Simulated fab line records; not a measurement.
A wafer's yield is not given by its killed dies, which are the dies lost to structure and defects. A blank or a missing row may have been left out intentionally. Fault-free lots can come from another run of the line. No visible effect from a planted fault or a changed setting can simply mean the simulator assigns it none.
Which tool was responsible? / flow gf180mcu / 24 lots with 72 wafers sampled at 6 steps, on a route of 602 steps

## WHAT THE GAUGES READ, wafer by wafer
GF_V2_BOW_MEAS_05. Usual: for V2_BOW the level is 102 um and the standard deviation is 8.8.
lot=L074; measured=day 19 17:11; on=film metro-01; V2_BOW (um)=114 101 107; flag=
lot=L075; measured=day 19 23:11; on=film metro-01; V2_BOW (um)=111 111 97; flag=
lot=L076; measured=day 20 05:35; on=film metro-03; V2_BOW (um)=97 83 98; flag=
lot=L077; measured=day 21 01:21; on=film metro-03; V2_BOW (um)=109 106 112; flag=
lot=L078; measured=day 21 12:44; on=film metro-03; V2_BOW (um)=100 101 110; flag=
lot=L079; measured=day 22 00:00; on=film metro-01; V2_BOW (um)=97 91 93; flag=
lot=L080; measured=day 22 08:28; on=film metro-03; V2_BOW (um)=100 89 96; flag=
lot=L081; measured=day 22 20:41; on=film metro-01; V2_BOW (um)=97 91 86; flag=
lot=L082; measured=day 22 20:55; on=film metro-01; V2_BOW (um)=103 100 95; flag=
lot=L083; measured=day 23 03:25; on=film metro-01; V2_BOW (um)=98 85 92; flag=
lot=L084; measured=day 24 03:32; on=film metro-02; V2_BOW (um)=105 86 101; flag=
lot=L085; measured=day 24 04:04; on=film metro-02; V2_BOW (um)=96 109 110; flag=
lot=L086; measured=day 24 07:23; on=film metro-01; V2_BOW (um)=118 118 120; flag=
lot=L087; measured=day 24 13:01; on=film metro-02; V2_BOW (um)=93 102 102; flag=
lot=L088; measured=day 25 01:50; on=film metro-01; V2_BOW (um)=116 116 106; flag=
lot=L089; measured=day 25 07:31; on=film metro-02; V2_BOW (um)=112 116 119; flag=
lot=L090; measured=day 26 01:10; on=film metro-02; V2_BOW (um)=109 107 116; flag=
lot=L091; measured=day 26 02:05; on=film metro-03; V2_BOW (um)=97 89 99; flag=
lot=L092; measured=day 26 05:23; on=film metro-03; V2_BOW (um)=97 96 94; flag=
lot=L093; measured=day 26 10:00; on=film metro-01; V2_BOW (um)=104 108 106; flag=
lot=L094; measured=day 26 22:15; on=film metro-01; V2_BOW (um)=105 103 100; flag=
lot=L095; measured=day 27 03:47; on=film metro-01; V2_BOW (um)=109 99 99; flag=
lot=L096; measured=day 27 22:46; on=film metro-03; V2_BOW (um)=107 93 97; flag=
lot=L097; measured=day 27 23:56; on=film metro-01; V2_BOW (um)=93 97 96; flag=

GF_M3_CD_MEAS_14: the cd target is 280 nm. Usual: cd nm at 279.6 nm, with a standard deviation of 1.1.
lot=L074; measured=day 21 19:09; on=cd sem-02; cd nm (nm)=280.3 279.1 280.4; flag=
lot=L075; measured=day 22 01:04; on=cd sem-02; cd nm (nm)=280.6 280.5 280.3; flag=
lot=L076; measured=day 22 07:50; on=cd sem-01; cd nm (nm)=278.0 279.5 279.5; flag=
lot=L077; measured=day 23 02:10; on=cd sem-01; cd nm (nm)=281.0 281.1 280.6; flag=
lot=L078; measured=day 23 13:27; on=cd sem-02; cd nm (nm)=278.7 278.9 279.7; flag=
lot=L079; measured=day 23 23:47; on=cd sem-02; cd nm (nm)=279.7 279.5 279.2; flag=
lot=L080; measured=day 24 06:33; on=cd sem-01; cd nm (nm)=280.5 279.3 280.8; flag=
lot=L081; measured=day 24 19:13; on=cd sem-01; cd nm (nm)=279.2 280.0 279.1; flag=
lot=L082; measured=day 24 19:48; on=cd sem-01; cd nm (nm)=279.7 281.0 280.0; flag=
lot=L083; measured=day 25 00:14; on=cd sem-02; cd nm (nm)=278.8 279.4 279.5; flag=
lot=L084; measured=day 26 01:20; on=cd sem-01; cd nm (nm)=280.4 280.7 281.1; flag=
lot=L085; measured=day 26 01:48; on=cd sem-01; cd nm (nm)=281.7 281.0 281.4; flag=
lot=L086; measured=day 26 04:58; on=cd sem-02; cd nm (nm)=279.3 280.3 279.8; flag=
lot=L087; measured=day 26 09:37; on=cd sem-01; cd nm (nm)=279.4 280.8 279.7; flag=
lot=L088; measured=day 26 21:29; on=cd sem-01; cd nm (nm)=280.7 281.1 281.0; flag=
lot=L089; measured=day 27 03:50; on=cd sem-02; cd nm (nm)=277.7 279.1 278.3; flag=
lot=L090; measured=day 27 20:17; on=cd sem-01; cd nm (nm)=275.7 277.4 277.5; flag=
lot=L091; measured=day 27 21:31; on=cd sem-01; cd nm (nm)=280.1 279.9 279.5; flag=
lot=L092; measured=day 28 00:34; on=cd sem-02; cd nm (nm)=278.8 279.7 278.4; flag=
lot=L093; measured=day 28 04:49; on=cd sem-01; cd nm (nm)=278.6 278.6 278.8; flag=
lot=L094; measured=day 28 15:48; on=cd sem-02; cd nm (nm)=278.1 278.3 277.7; flag=
lot=L095; measured=day 28 21:43; on=cd sem-01; cd nm (nm)=280.3 280.9 280.0; flag=
lot=L096; measured=day 29 15:10; on=cd sem-01; cd nm (nm)=280.1 280.3 279.9; flag=
lot=L097; measured=day 29 17:55; on=cd sem-01; cd nm (nm)=279.3 279.3 279.7; flag=

GF_M3_OVL_MEAS_15. Usual: for M3_OVL the level is 3 nm and the standard deviation is 5.7.
lot=L074; measured=day 21 19:16; on=overlay-01; M3_OVL (nm)=5 2 -3; flag=
lot=L075; measured=day 22 01:10; on=overlay-01; M3_OVL (nm)=1 7 1; flag=
lot=L076; measured=day 22 07:58; on=overlay-02; M3_OVL (nm)=14 12 14; flag=
lot=L077; measured=day 23 02:17; on=overlay-02; M3_OVL (nm)=13 11 5; flag=
lot=L078; measured=day 23 13:34; on=overlay-02; M3_OVL (nm)=0 -1 4; flag=
lot=L079; measured=day 23 23:55; on=overlay-02; M3_OVL (nm)=5 -8 2; flag=
lot=L080; measured=day 24 06:38; on=overlay-01; M3_OVL (nm)=8 6 1; flag=
lot=L081; measured=day 24 19:19; on=overlay-02; M3_OVL (nm)=1 -3 0; flag=
lot=L082; measured=day 24 19:55; on=overlay-02; M3_OVL (nm)=1 -15 -6; flag=
lot=L083; measured=day 25 00:20; on=overlay-01; M3_OVL (nm)=3 6 1; flag=
lot=L084; measured=day 26 01:26; on=overlay-01; M3_OVL (nm)=5 2 -6; flag=
lot=L085; measured=day 26 01:55; on=overlay-01; M3_OVL (nm)=5 -1 -2; flag=
lot=L086; measured=day 26 05:05; on=overlay-02; M3_OVL (nm)=8 8 11; flag=
lot=L087; measured=day 26 09:43; on=overlay-02; M3_OVL (nm)=-2 2 7; flag=
lot=L088; measured=day 26 21:35; on=overlay-02; M3_OVL (nm)=3 7 -4; flag=
lot=L089; measured=day 27 03:58; on=overlay-02; M3_OVL (nm)=9 11 9; flag=
lot=L090; measured=day 27 20:22; on=overlay-02; M3_OVL (nm)=-6 -1 -6; flag=
lot=L091; measured=day 27 21:37; on=overlay-02; M3_OVL (nm)=-7 -6 -2; flag=
lot=L092; measured=day 28 00:41; on=overlay-01; M3_OVL (nm)=0 2 2; flag=
lot=L093; measured=day 28 04:56; on=overlay-01; M3_OVL (nm)=1 15 6; flag=
lot=L094; measured=day 28 15:53; on=overlay-02; M3_OVL (nm)=3 0 -2; flag=
lot=L095; measured=day 28 21:50; on=overlay-01; M3_OVL (nm)=7 4 3; flag=
lot=L096; measured=day 29 15:17; on=overlay-02; M3_OVL (nm)=5 8 5; flag=
lot=L097; measured=day 29 18:01; on=overlay-01; M3_OVL (nm)=10 2 0; flag=

GF_V3_OVL_MEAS_15. Usual: for V3_OVL the level is 1 nm and the standard deviation is 6.2.
lot=L074; measured=day 22 19:45; on=overlay-02; V3_OVL (nm)=6 11 8; flag=
lot=L075; measured=day 23 02:34; on=overlay-02; V3_OVL (nm)=5 9 13; flag=
lot=L076; measured=day 23 09:07; on=overlay-02; V3_OVL (nm)=-6 -9 -2; flag=
lot=L077; measured=day 24 02:07; on=overlay-02; V3_OVL (nm)=-1 -8 1; flag=
lot=L078; measured=day 25 00:59; on=overlay-01; V3_OVL (nm)=2 8 7; flag=
lot=L079; measured=day 25 02:27; on=overlay-02; V3_OVL (nm)=-4 -2 3; flag=
lot=L080; measured=day 25 06:49; on=overlay-01; V3_OVL (nm)=-4 -2 -1; flag=
lot=L081; measured=day 25 18:16; on=overlay-02; V3_OVL (nm)=6 10 12; flag=
lot=L082; measured=day 25 21:36; on=overlay-01; V3_OVL (nm)=3 7 3; flag=
lot=L083; measured=day 25 23:28; on=overlay-01; V3_OVL (nm)=0 0 3; flag=
lot=L084; measured=day 26 23:55; on=overlay-02; V3_OVL (nm)=3 7 13; flag=
lot=L085; measured=day 27 00:17; on=overlay-01; V3_OVL (nm)=-5 5 -3; flag=
lot=L086; measured=day 27 06:27; on=overlay-01; V3_OVL (nm)=1 3 3; flag=
lot=L087; measured=day 27 08:45; on=overlay-02; V3_OVL (nm)=-9 -10 -6; flag=
lot=L088; measured=day 27 19:27; on=overlay-01; V3_OVL (nm)=8 -2 -2; flag=
lot=L089; measured=day 28 01:56; on=overlay-01; V3_OVL (nm)=4 5 11; flag=
lot=L090; measured=day 28 17:29; on=overlay-01; V3_OVL (nm)=1 -2 1; flag=
lot=L091; measured=day 28 19:29; on=overlay-02; V3_OVL (nm)=-6 -2 -8; flag=
lot=L092; measured=day 28 21:47; on=overlay-02; V3_OVL (nm)=4 2 -1; flag=
lot=L093; measured=day 29 02:48; on=overlay-01; V3_OVL (nm)=-6 -2 -2; flag=
lot=L094; measured=day 29 13:25; on=overlay-01; V3_OVL (nm)=5 5 0; flag=
lot=L095; measured=day 29 18:35; on=overlay-01; V3_OVL (nm)=-1 -1 -4; flag=
lot=L096; measured=day 30 11:44; on=overlay-01; V3_OVL (nm)=2 2 -1; flag=
lot=L097; measured=day 30 14:03; on=overlay-02; V3_OVL (nm)=-9 -14 -4; flag=

GF_V4_THK_MEAS_03. Usual: for V4_CVD_02_THK the level is 852 nm and the standard deviation is 11.
lot=L074; measured=day 24 02:55; on=film metro-01; V4_CVD_02_THK (nm)=850 856 862; flag=
lot=L075; measured=day 24 03:53; on=film metro-02; V4_CVD_02_THK (nm)=852 867 862; flag=
lot=L076; measured=day 24 08:35; on=film metro-03; V4_CVD_02_THK (nm)=854 853 872; flag=
lot=L077; measured=day 25 03:43; on=film metro-02; V4_CVD_02_THK (nm)=848 853 856; flag=
lot=L078; measured=day 26 01:14; on=film metro-02; V4_CVD_02_THK (nm)=838 838 856; flag=
lot=L079; measured=day 26 03:22; on=film metro-01; V4_CVD_02_THK (nm)=838 838 863; flag=
lot=L080; measured=day 26 06:43; on=film metro-03; V4_CVD_02_THK (nm)=838 850 852; flag=
lot=L081; measured=day 26 17:34; on=film metro-02; V4_CVD_02_THK (nm)=832 836 855; flag=
lot=L082; measured=day 26 21:30; on=film metro-02; V4_CVD_02_THK (nm)=853 865 858; flag=
lot=L083; measured=day 26 22:50; on=film metro-03; V4_CVD_02_THK (nm)=846 851 865; flag=
lot=L084; measured=day 27 23:09; on=film metro-02; V4_CVD_02_THK (nm)=835 832 836; flag=
lot=L085; measured=day 27 23:24; on=film metro-02; V4_CVD_02_THK (nm)=841 851 860; flag=
lot=L086; measured=day 28 06:08; on=film metro-02; V4_CVD_02_THK (nm)=840 843 866; flag=
lot=L087; measured=day 28 07:07; on=film metro-01; V4_CVD_02_THK (nm)=846 856 865; flag=
lot=L088; measured=day 28 17:26; on=film metro-03; V4_CVD_02_THK (nm)=845 860 854; flag=
lot=L089; measured=day 29 00:20; on=film metro-03; V4_CVD_02_THK (nm)=848 876 859; flag=
lot=L090; measured=day 29 16:11; on=film metro-02; V4_CVD_02_THK (nm)=857 851 859; flag=
lot=L091; measured=day 29 18:13; on=film metro-03; V4_CVD_02_THK (nm)=838 868 869; flag=
lot=L092; measured=day 29 20:48; on=film metro-03; V4_CVD_02_THK (nm)=845 858 870; flag=
lot=L093; measured=day 30 00:40; on=film metro-03; V4_CVD_02_THK (nm)=836 851 854; flag=
lot=L094; measured=day 30 10:26; on=film metro-01; V4_CVD_02_THK (nm)=857 844 861; flag=
lot=L095; measured=day 30 16:05; on=film metro-03; V4_CVD_02_THK (nm)=823 834 848; flag=
lot=L096; measured=day 31 08:44; on=film metro-01; V4_CVD_02_THK (nm)=824 843 840; flag=
lot=L097; measured=day 31 10:44; on=film metro-03; V4_CVD_02_THK (nm)=863 861 850; flag=

## WHAT TOOL EACH LOT RAN ON (gives the tool, then ch and the chambers of the sampled wafers, and finally the start)
lot=L074; GF_V3_ETCH_16=rie diel-01 ch 0,2,3, day 22 19:47
lot=L075; GF_V3_ETCH_16=rie diel-03 ch 2,3, day 23 02:36
lot=L076; GF_V3_ETCH_16=rie diel-01 ch 0,1, day 23 09:09
lot=L077; GF_V3_ETCH_16=rie diel-01 ch 1,3, day 24 02:09
lot=L078; GF_V3_ETCH_16=rie diel-01 ch 0,3, day 25 01:01
lot=L079; GF_V3_ETCH_16=rie diel-01 ch 1,2, day 25 02:29
lot=L080; GF_V3_ETCH_16=rie diel-01 ch 0,3, day 25 06:50
lot=L081; GF_V3_ETCH_16=rie diel-04 ch 0,2,3, day 25 18:18
lot=L082; GF_V3_ETCH_16=rie diel-01 ch 0,2,3, day 25 21:38
lot=L083; GF_V3_ETCH_16=rie diel-04 ch 2,3, day 25 23:29
lot=L084; GF_V3_ETCH_16=rie diel-03 ch 2,3, day 26 23:57
lot=L085; GF_V3_ETCH_16=rie diel-01 ch 0,1,2, day 27 00:19
lot=L086; GF_V3_ETCH_16=rie diel-03 ch 1,2, day 27 06:29
lot=L087; GF_V3_ETCH_16=rie diel-04 ch 0,2, day 27 08:47
lot=L088; GF_V3_ETCH_16=rie diel-04 ch 0,1,2, day 27 19:29
lot=L089; GF_V3_ETCH_16=rie diel-03 ch 0,2,3, day 28 01:58
lot=L090; GF_V3_ETCH_16=rie diel-01 ch 0,1,2, day 28 17:31
lot=L091; GF_V3_ETCH_16=rie diel-03 ch 0,1, day 28 19:31
lot=L092; GF_V3_ETCH_16=rie diel-04 ch 0,1,2, day 28 21:49
lot=L093; GF_V3_ETCH_16=rie diel-03 ch 0,1,3, day 29 02:50
lot=L094; GF_V3_ETCH_16=rie diel-04 ch 1,3, day 29 13:27
lot=L095; GF_V3_ETCH_16=rie diel-04 ch 1,2, day 29 18:37
lot=L096; GF_V3_ETCH_16=rie diel-03 ch 0,2,3, day 30 11:46
lot=L097; GF_V3_ETCH_16=rie diel-03 ch 2,3, day 30 14:05
- GF_V3_ETCH_16: etches BARC in N2/H2.

## AS READ BY THE TOOLS THEMSELVES (means over the sampled wafers that have a number; for cases with no such wafer, the mark the record gives instead)
GF_V3_ETCH_16. Usual: drypump motor current A 5.8 A, standard deviation 0.45; oes product au 0.856 a.u., standard deviation 0.0043; throttle valve pct 13.224 %, standard deviation 0.0092.
lot=L074; tool=rie diel-01; drypump motor current A (A)=5.7; oes product au (a.u.)=0.855; throttle valve pct (%)=13.225; flag=
lot=L075; tool=rie diel-03; drypump motor current A (A)=6.4; oes product au (a.u.)=0.855; throttle valve pct (%)=13.217; flag=
lot=L076; tool=rie diel-01; drypump motor current A (A)=5.7; oes product au (a.u.)=0.852; throttle valve pct (%)=13.222; flag=
lot=L077; tool=rie diel-01; drypump motor current A (A)=5.9; oes product au (a.u.)=0.856; throttle valve pct (%)=13.225; flag=
lot=L078; tool=rie diel-01; drypump motor current A (A)=5.7; oes product au (a.u.)=0.858; throttle valve pct (%)=13.214; flag=
lot=L079; tool=rie diel-01; drypump motor current A (A)=5.8; oes product au (a.u.)=0.859; throttle valve pct (%)=13.222; flag=
lot=L080; tool=rie diel-01; drypump motor current A (A)=5.7; oes product au (a.u.)=0.856; throttle valve pct (%)=13.230; flag=
lot=L081; tool=rie diel-04; drypump motor current A (A)=5.5; oes product au (a.u.)=0.855; throttle valve pct (%)=13.211; flag=
lot=L082; tool=rie diel-01; drypump motor current A (A)=5.7; oes product au (a.u.)=0.855; throttle valve pct (%)=13.229; flag=
lot=L083; tool=rie diel-04; drypump motor current A (A)=6.0; oes product au (a.u.)=0.854; throttle valve pct (%)=13.237; flag=
lot=L084; tool=rie diel-03; drypump motor current A (A)=6.1; oes product au (a.u.)=0.856; throttle valve pct (%)=13.223; flag=
lot=L085; tool=rie diel-01; drypump motor current A (A)=5.7; oes product au (a.u.)=0.858; throttle valve pct (%)=13.227; flag=
lot=L086; tool=rie diel-03; drypump motor current A (A)=6.0; oes product au (a.u.)=0.854; throttle valve pct (%)=13.232; flag=
lot=L087; tool=rie diel-04; drypump motor current A (A)=5.7; oes product au (a.u.)=0.853; throttle valve pct (%)=13.234; flag=
lot=L088; tool=rie diel-04; drypump motor current A (A)=5.8; oes product au (a.u.)=0.853; throttle valve pct (%)=13.222; flag=
lot=L089; tool=rie diel-03; drypump motor current A (A)=5.9; oes product au (a.u.)=0.857; throttle valve pct (%)=13.222; flag=
lot=L090; tool=rie diel-01; drypump motor current A (A)=5.7; oes product au (a.u.)=0.850; throttle valve pct (%)=13.226; flag=
lot=L091; tool=rie diel-03; drypump motor current A (A)=5.5; oes product au (a.u.)=0.855; throttle valve pct (%)=13.215; flag=
lot=L092; tool=rie diel-04; drypump motor current A (A)=5.8; oes product au (a.u.)=0.860; throttle valve pct (%)=13.227; flag=
lot=L093; tool=rie diel-03; drypump motor current A (A)=5.6; oes product au (a.u.)=0.856; throttle valve pct (%)=13.225; flag=
lot=L094; tool=rie diel-04; drypump motor current A (A)=5.9; oes product au (a.u.)=0.858; throttle valve pct (%)=13.222; flag=
lot=L095; tool=rie diel-04; drypump motor current A (A)=6.3; oes product au (a.u.)=0.853; throttle valve pct (%)=13.214; flag=
lot=L096; tool=rie diel-03; drypump motor current A (A)=5.9; oes product au (a.u.)=0.852; throttle valve pct (%)=13.233; flag=
lot=L097; tool=rie diel-03; drypump motor current A (A)=6.1; oes product au (a.u.)=0.854; throttle valve pct (%)=13.221; flag=

## THE ANSWER, worked out from the rows above alone
Rule: lot off if the mean of its wafers having a number is beyond 3 standard deviations from the usual mean. Also off: a lot with no number at a reading for which 4 or more lots have one. Where the step has rows for the other lots, those lots are counted as sound. After the gauges, taken in route order, come the tools' own readings; for these a lot's mean is taken, as printed above. The first step at which some lot is off is used, and at that step the reading that is off furthest; a lot without a number counts as furthest.
None of the lots is off at any reading shown; this tells nothing.

## WHAT THE SIMULATOR PUT IN
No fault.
